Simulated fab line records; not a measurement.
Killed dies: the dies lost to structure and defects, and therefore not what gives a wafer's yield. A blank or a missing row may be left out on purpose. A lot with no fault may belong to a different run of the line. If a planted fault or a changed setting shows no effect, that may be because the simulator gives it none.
What tool caused it? :: flow sky130 :: 36 wafers from 12 lots sampled at 5 of the route's 708 steps

WHAT THE GAUGES SHOWED, per wafer
SKY_NWELL_THK_MEAS_02.
lot: L614
measured: day 2 14:07
on: film metro-04
NWELL_OXIDATION_THK (nm): 10.09 10.29 10.24

lot: L615
measured: day 2 18:36
on: film metro-04
NWELL_OXIDATION_THK (nm): 10.24 10.12 10.00

lot: L616
measured: day 2 23:01
on: film metro-04
NWELL_OXIDATION_THK (nm): 10.14 10.17 10.08

lot: L625
measured: day 4 22:26
on: film metro-01
NWELL_OXIDATION_THK (nm): 10.32 10.42 10.49

lot: L628
measured: day 5 12:10
on: film metro-02
NWELL_OXIDATION_THK (nm): 9.92 9.96 9.88

lot: L629
measured: day 5 20:24
on: film metro-01
NWELL_OXIDATION_THK (nm): 9.95 9.95 10.27

lot: L630
measured: day 6 00:53
on: film metro-04
NWELL_OXIDATION_THK (nm): 9.98 10.11 10.09

lot: L632
measured: day 6 09:25
on: film metro-01
NWELL_OXIDATION_THK (nm): 9.82 9.87 9.86

lot: L633
measured: day 6 15:58
on: film metro-02
NWELL_OXIDATION_THK (nm): 9.91 9.97 9.91

lot: L634
measured: day 6 21:46
on: film metro-01
NWELL_OXIDATION_THK (nm): 9.90 9.99 10.14

lot: L636
measured: day 7 09:21
on: film metro-02
NWELL_OXIDATION_THK (nm): 9.93 10.06 10.12

lot: L637
measured: day 7 16:48
on: film metro-01
NWELL_OXIDATION_THK (nm): 10.17 10.02 9.86

SKY_POLY_CUT_CD_MEAS_08: the cd target is 270 nm.
lot: L614
measured: day 24 14:38
on: cd sem-01
cd nm (nm): 268.5 268.5 269.0

lot: L615
measured: day 24 16:46
on: cd sem-01
cd nm (nm): 268.4 267.3 267.1

lot: L616
measured: day 25 03:56
on: cd sem-01
cd nm (nm): 271.4 270.2 270.2

lot: L625
measured: day 28 20:13
on: cd sem-02
cd nm (nm): 269.5 269.3 269.1

lot: L628
measured: day 30 00:56
on: cd sem-01
cd nm (nm): 269.3 267.8 268.4

lot: L629
measured: day 30 01:31
on: cd sem-02
cd nm (nm): 269.8 270.4 270.1

lot: L630
measured: day 30 04:11
on: cd sem-02
cd nm (nm): 269.4 269.0 269.6

lot: L632
measured: day 30 14:17
on: cd sem-02
cd nm (nm): 266.2 267.0 266.7

lot: L633
measured: day 31 04:49
on: cd sem-02
cd nm (nm): 271.9 272.2 270.7

lot: L634
measured: day 31 07:10
on: cd sem-01
cd nm (nm): 268.9 270.1 268.4

lot: L636
measured: day 32 01:25
on: cd sem-02
cd nm (nm): 269.0 269.4 268.7

lot: L637
measured: day 32 05:05
on: cd sem-02
cd nm (nm): 269.0 269.5 269.7

SKY_LI_CONTACT_OVL_MEAS_13.
lot: L614
measured: day 29 14:44
on: overlay-01
LI_CONTACT_OVL (nm): -4 14 -1

lot: L615
measured: day 29 15:34
on: overlay-01
LI_CONTACT_OVL (nm): 2 -3 1

lot: L616
measured: day 30 02:58
on: overlay-01
LI_CONTACT_OVL (nm): -5 3 -10

lot: L625
measured: day 33 13:52
on: overlay-01
LI_CONTACT_OVL (nm): -3 0 -3

lot: L628
measured: day 34 16:47
on: overlay-02
LI_CONTACT_OVL (nm): -3 -1 -1

lot: L629
measured: day 34 19:22
on: overlay-02
LI_CONTACT_OVL (nm): 1 -4 9

lot: L630
measured: day 34 19:30
on: overlay-01
LI_CONTACT_OVL (nm): -20 -15 -10

lot: L632
measured: day 35 04:53
on: overlay-01
LI_CONTACT_OVL (nm): 5 9 1

lot: L633
measured: day 35 17:09
on: overlay-02
LI_CONTACT_OVL (nm): -3 -1 -8

lot: L634
measured: day 35 21:12
on: overlay-01
LI_CONTACT_OVL (nm): 6 3 9

lot: L636
measured: day 36 12:46
on: overlay-01
LI_CONTACT_OVL (nm): 7 6 8

lot: L637
measured: day 36 16:40
on: overlay-02
LI_CONTACT_OVL (nm): -3 2 -6

EACH LOT AND THE TOOL THAT RAN IT (in order: tool; ch and the chambers of the sampled wafers; start)
lot: L614
SKY_LDD_N_IMPLANT_10: implanter-03 ch 0, day 18 01:14
SKY_LDD_N_STRIP_16: plasma asher-03 ch 0,1, day 18 02:06

lot: L615
SKY_LDD_N_IMPLANT_10: implanter-02 ch 0, day 18 01:56
SKY_LDD_N_STRIP_16: plasma asher-01 ch 0,1, day 18 02:48

lot: L616
SKY_LDD_N_IMPLANT_10: implanter-02 ch 0, day 18 14:58
SKY_LDD_N_STRIP_16: plasma asher-04 ch 0,1, day 18 15:52

lot: L625
SKY_LDD_N_IMPLANT_10: implanter-02 ch 0, day 22 12:33
SKY_LDD_N_STRIP_16: plasma asher-04 ch 0,1, day 22 13:27

lot: L628
SKY_LDD_N_IMPLANT_10: implanter-02 ch 0, day 23 06:24
SKY_LDD_N_STRIP_16: plasma asher-01 ch 1, day 23 07:18

lot: L629
SKY_LDD_N_IMPLANT_10: implanter-02 ch 0, day 23 18:00
SKY_LDD_N_STRIP_16: plasma asher-04 ch 0,1, day 23 18:54

lot: L630
SKY_LDD_N_IMPLANT_10: implanter-03 ch 0, day 23 22:05
SKY_LDD_N_STRIP_16: plasma asher-03 ch 0,1, day 23 22:56

lot: L632
SKY_LDD_N_IMPLANT_10: implanter-01 ch 0, day 24 11:21
SKY_LDD_N_STRIP_16: plasma asher-03 ch 0,1, day 24 12:15

lot: L633
SKY_LDD_N_IMPLANT_10: implanter-01 ch 0, day 25 00:51
SKY_LDD_N_STRIP_16: plasma asher-01 ch 0,1, day 25 01:44

lot: L634
SKY_LDD_N_IMPLANT_10: implanter-01 ch 0, day 25 02:52
SKY_LDD_N_STRIP_16: plasma asher-03 ch 0,1, day 25 03:45

lot: L636
SKY_LDD_N_IMPLANT_10: implanter-03 ch 0, day 25 23:23
SKY_LDD_N_STRIP_16: plasma asher-01 ch 0,1, day 26 00:15

lot: L637
SKY_LDD_N_IMPLANT_10: implanter-03 ch 0, day 26 02:58
SKY_LDD_N_STRIP_16: plasma asher-03 ch 0,1, day 26 03:52
- SKY_LDD_N_IMPLANT_10
- SKY_LDD_N_STRIP_16: strips in O2/N2.

WHAT THE TOOLS THEMSELVES READ (means of the sampled wafers that have a number; where no wafer has one, the mark that the record gives instead)
SKY_LDD_N_IMPLANT_10.
lot: L614
tool: implanter-03
beam on s (s): 10.00
dose ions cm2: 7.5e+13
faraday current uA: 423
rotation deg (degrees): 203.03

lot: L615
tool: implanter-02
beam on s (s): 10.28
dose ions cm2: 7.5e+13
faraday current uA: 412
rotation deg (degrees): 203.03

lot: L616
tool: implanter-02
beam on s (s): 10.39
dose ions cm2: 7.5e+13
faraday current uA: 406
rotation deg (degrees): 202.99

lot: L625
tool: implanter-02
beam on s (s): 8.01
dose ions cm2: 7.5e+13
faraday current uA: 529
rotation deg (degrees): 203.01

lot: L628
tool: implanter-02
beam on s (s): 8.05
dose ions cm2: 7.5e+13
faraday current uA: 525
rotation deg (degrees): 203.00

lot: L629
tool: implanter-02
beam on s (s): 7.86
dose ions cm2: 7.5e+13
faraday current uA: 537
rotation deg (degrees): 202.99

lot: L630
tool: implanter-03
beam on s (s): 10.01
dose ions cm2: 7.5e+13
faraday current uA: 422
rotation deg (degrees): 203.02

lot: L632
tool: implanter-01
beam on s (s): 9.96
dose ions cm2: 7.5e+13
faraday current uA: 424
rotation deg (degrees): 202.99

lot: L633
tool: implanter-01
beam on s (s): 10.02
dose ions cm2: 7.5e+13
faraday current uA: 423
rotation deg (degrees): 203.11

lot: L634
tool: implanter-01
beam on s (s): 10.01
dose ions cm2: 7.5e+13
faraday current uA: 422
rotation deg (degrees): 203.02

lot: L636
tool: implanter-03
beam on s (s): 10.07
dose ions cm2: 7.5e+13
faraday current uA: 421
rotation deg (degrees): 203.00

lot: L637
tool: implanter-03
beam on s (s): 9.92
dose ions cm2: 7.5e+13
faraday current uA: 425
rotation deg (degrees): 203.02

SKY_LDD_N_STRIP_16.
lot: L614
tool: plasma asher-03
drypump motor current A (A): 5.42
n2 flow sccm (sccm): 299.3
oes product au (a.u.): 0.409
strip time to endpoint s (s): 4.320

lot: L615
tool: plasma asher-01
drypump motor current A (A): 5.34
n2 flow sccm (sccm): 300.0
oes product au (a.u.): 0.406
strip time to endpoint s (s): 4.320

lot: L616
tool: plasma asher-04
drypump motor current A (A): 5.59
n2 flow sccm (sccm): 299.7
oes product au (a.u.): 0.404
strip time to endpoint s (s): 4.328

lot: L625
tool: plasma asher-04
drypump motor current A (A): 5.64
n2 flow sccm (sccm): 299.7
oes product au (a.u.): 0.401
strip time to endpoint s (s): 4.280

lot: L628
tool: plasma asher-01
drypump motor current A (A): 5.93
n2 flow sccm (sccm): 301.2
oes product au (a.u.): 0.406
strip time to endpoint s (s): 4.260

lot: L629
tool: plasma asher-04
drypump motor current A (A): 5.60
n2 flow sccm (sccm): 300.4
oes product au (a.u.): 0.406
strip time to endpoint s (s): 4.261

lot: L630
tool: plasma asher-03
drypump motor current A (A): 5.42
n2 flow sccm (sccm): 299.8
oes product au (a.u.): 0.411
strip time to endpoint s (s): 4.332

lot: L632
tool: plasma asher-03
drypump motor current A (A): 5.43
n2 flow sccm (sccm): 299.5
oes product au (a.u.): 0.409
strip time to endpoint s (s): 4.329

lot: L633
tool: plasma asher-01
drypump motor current A (A): 5.63
n2 flow sccm (sccm): 300.1
oes product au (a.u.): 0.405
strip time to endpoint s (s): 4.322

lot: L634
tool: plasma asher-03
drypump motor current A (A): 5.42
n2 flow sccm (sccm): 300.8
oes product au (a.u.): 0.405
strip time to endpoint s (s): 4.307

lot: L636
tool: plasma asher-01
drypump motor current A (A): 5.64
n2 flow sccm (sccm): 300.2
oes product au (a.u.): 0.407
strip time to endpoint s (s): 4.296

lot: L637
tool: plasma asher-03
drypump motor current A (A): 5.43
n2 flow sccm (sccm): 300.2
oes product au (a.u.): 0.409
strip time to endpoint s (s): 4.297

THE ANSWER, worked out from the rows above alone
Rule: what is usual is taken from the lots themselves. The widest of any qualifying gaps counts: lots, ordered by their means at a reading, are off when they make up no more than a third of the lots, leave a main group of 4 or more, and stand apart from it by 3 or more times the standard deviation of that group's means. Not used: any main group whose means are identical at the precision the tables above print for the reading. Also off: a lot with no number at a reading for which 4 or more lots have one. Any other lot the step has rows for is counted as sound. After the gauges, taken in route order, come the tools' own readings; for these a lot's mean is taken, as printed above. At the first step where some lot is off, the reading lying furthest off is the one used; lots without a number count as furthest.
Off at SKY_LDD_N_IMPLANT_10 (faraday current uA): L625, L628, L629. The main group: mean 420, standard deviation 6.
If a tool, at that step or one of the process steps before it, ran each lot that is off and ran no sound lot following the first of them, it fits. One fits: implanter-02 at SKY_LDD_N_IMPLANT_10. Its last sound lot is L616 (day 18 14:58), its first lot that is off L625 (day 22 12:33): a fault that began between those two fits.
The tool's own readings at SKY_LDD_N_IMPLANT_10 bear it out: on the lots that are off they differ by more than 5 times the standard deviation of the sound lots' means. beam on s reads 7.97 s there against 10.07 s on the sound lots; faraday current uA reads 530 there against 420 on the sound lots.

WHAT THE SIMULATOR HAD PUT IN
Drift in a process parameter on implanter-02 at SKY_LDD_N_IMPLANT_10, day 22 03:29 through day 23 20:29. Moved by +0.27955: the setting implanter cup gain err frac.
Lots struck among those shown: L625, L628, L629. The rule above reached the same finding.
